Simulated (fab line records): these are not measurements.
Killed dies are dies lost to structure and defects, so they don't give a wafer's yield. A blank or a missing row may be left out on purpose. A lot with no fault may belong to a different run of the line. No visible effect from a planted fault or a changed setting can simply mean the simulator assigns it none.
What tool caused it?    flow gf180mcu    42 wafers from 14 lots sampled at 4 of the route's 602 steps

## WHAT THE GAUGES READ, wafer by wafer
GF_MVSD_TW_MEAS_11.
lot   measured     on             MVSD_TW
L491  day 4 10:35  film_metro-01  1585 1584 1590
L492  day 4 16:50  film_metro-03  1581 1581 1577
L494  day 5 05:46  film_metro-03  1565 1563 1563
L495  day 5 11:41  film_metro-02  1576 1572 1573
L496  day 5 17:12  film_metro-01  1591 1596 1596
L498  day 6 04:03  film_metro-03  1571 1575 1576
L499  day 6 08:07  film_metro-02  1566 1562 1570
L500  day 6 13:00  film_metro-02  1568 1569 1562
L501  day 6 22:19  film_metro-02  1560 1566 1558
L502  day 7 02:30  film_metro-01  1583 1598 1578
L504  day 7 13:43  film_metro-01  1579 1585 1586
L508  day 8 13:27  film_metro-02  1558 1559 1562
L511  day 9 06:05  film_metro-01  1578 1578 1574
L512  day 9 14:12  film_metro-02  1554 1560 1557

GF_HV_LDD_TW_MEAS_23.
lot   measured      on             HV_LDD_2_TW
L491  day 10 21:35  film_metro-02  1045 1047 1039
L492  day 11 05:29  film_metro-02  1034 1035 1035
L494  day 11 22:22  film_metro-01  1058 1052 1062
L495  day 12 09:12  film_metro-03  1044 1043 1050
L496  day 12 19:27  film_metro-01  1061 1062 1063
L498  day 13 21:26  film_metro-01  1047 1046 1040
L499  day 13 21:45  film_metro-03  1050 1049 1049
L500  day 13 21:08  film_metro-01  1049 1046 1047
L501  day 14 14:05  film_metro-02  1041 1039 1042
L502  day 14 16:15  film_metro-01  1041 1042 1040
L504  day 15 01:49  film_metro-01  1050 1045 1046
L508  day 15 18:43  film_metro-02  1042 1036 1042
L511  day 16 15:00  film_metro-01  1042 1039 1040
L512  day 17 02:11  film_metro-01  1035 1040 1044

## WHICH TOOL RAN EACH LOT (tool, then ch and the chambers of the sampled wafers, then the start)
lot   GF_DNWELL_PEB_05                  GF_VT_IMPLANT_STRIP_09
L491  litho_track-02 ch 0, day 2 18:00  plasma_asher-03 ch 0,1, day 5 15:05
L492  litho_track-02 ch 0, day 3 00:00  plasma_asher-04 ch 0,1, day 5 21:17
L494  litho_track-02 ch 0, day 3 11:00  plasma_asher-04 ch 0,1, day 6 11:55
L495  litho_track-03 ch 0, day 3 17:00  plasma_asher-04 ch 0,1, day 6 17:02
L496  litho_track-03 ch 0, day 3 22:00  plasma_asher-04 ch 0,1, day 6 23:44
L498  litho_track-03 ch 0, day 4 07:00  plasma_asher-04 ch 0,1, day 7 10:59
L499  litho_track-03 ch 0, day 4 12:00  plasma_asher-04 ch 1, day 7 14:45
L500  litho_track-03, day 4 16:00       plasma_asher-03 ch 0,1, day 7 20:39
L501  litho_track-03, day 5 00:00       plasma_asher-01 ch 0,1, day 8 05:32
L502  litho_track-02 ch 0, day 5 04:00  plasma_asher-01 ch 0,1, day 8 10:53
L504  litho_track-03 ch 0, day 5 15:00  plasma_asher-03 ch 0,1, day 8 22:35
L508  litho_track-01 ch 0, day 6 12:00  plasma_asher-04 ch 0,1, day 9 23:34
L511  litho_track-03 ch 0, day 7 03:00  plasma_asher-03 ch 0,1, day 10 15:32
L512  litho_track-02 ch 0, day 7 10:00  plasma_asher-01 ch 0,1, day 11 00:13
- GF_DNWELL_PEB_05
- GF_VT_IMPLANT_STRIP_09: strips in O2/N2.

## AS READ BY THE TOOLS THEMSELVES (means over the sampled wafers that have a number; for cases with no such wafer, the mark the record gives instead)
GF_DNWELL_PEB_05.
lot   tool            chill_plate_temp_C (C)  exhaust_pa (Pa)
L491  litho_track-02  23.08                   45.5
L492  litho_track-02  23.05                   44.5
L494  litho_track-02  22.89                   44.6
L495  litho_track-03  23.00                   46.0
L496  litho_track-03  23.00                   44.8
L498  litho_track-03  23.09                   45.1
L499  litho_track-03  22.93                   44.2
L500  litho_track-03  -                       -
L501  litho_track-03  -                       -
L502  litho_track-02  23.09                   45.9
L504  litho_track-03  22.85                   44.9
L508  litho_track-01  23.05                   44.4
L511  litho_track-03  22.95                   45.0
L512  litho_track-02  23.00                   44.8

GF_VT_IMPLANT_STRIP_09.
lot   tool             drypump_motor_current_A (A)  heater_power_w (W)  oes_product_au (a.u.)  strip_time_to_endpoint_s (s)
L491  plasma_asher-03  5.92                         340                 0.717                  12.65
L492  plasma_asher-04  5.69                         339                 0.717                  12.65
L494  plasma_asher-04  5.79                         352                 0.716                  12.61
L495  plasma_asher-04  5.71                         338                 0.713                  12.66
L496  plasma_asher-04  5.72                         345                 0.711                  12.64
L498  plasma_asher-04  5.72                         335                 0.715                  12.66
L499  plasma_asher-04  5.64                         333                 0.717                  12.62
L500  plasma_asher-03  6.01                         336                 0.714                  12.61
L501  plasma_asher-01  5.75                         351                 0.715                  12.67
L502  plasma_asher-01  5.75                         343                 0.714                  12.63
L504  plasma_asher-03  5.94                         342                 0.716                  12.65
L508  plasma_asher-04  5.78                         350                 0.715                  12.61
L511  plasma_asher-03  6.03                         335                 0.718                  12.67
L512  plasma_asher-01  5.74                         342                 0.717                  12.67

## THE ANSWER, worked out from the rows above alone
Rule: usual is defined by the lots themselves. The widest of any qualifying gaps counts: lots, ordered by their means at a reading, are off when they make up no more than a third of the lots, leave a main group of 4 or more, and stand apart from it by 3 or more times the standard deviation of that group's means. The tables above print the reading to a certain number of digits; a main group whose means all agree to those digits is not used. A lot without any number at a reading at which 4 lots or more have one is off too. All remaining lots with rows at the step are treated as sound. After the gauges, taken in route order, come the tools' own readings; for these a lot's mean is taken, as printed above. At the first step where some lot is off, the reading lying furthest off is the one used; lots without a number count as furthest.
Off at GF_DNWELL_PEB_05 (chill_plate_temp_C): L500, L501. Without a number there: L500, L501. Mean 23.00 C and standard deviation 0.076 in the main group.
If a tool, at that step or one of the process steps before it, ran each lot that is off and ran no sound lot following the first of them, it fits. No candidate that was tried fits.

## WHAT THE SIMULATOR PUT IN
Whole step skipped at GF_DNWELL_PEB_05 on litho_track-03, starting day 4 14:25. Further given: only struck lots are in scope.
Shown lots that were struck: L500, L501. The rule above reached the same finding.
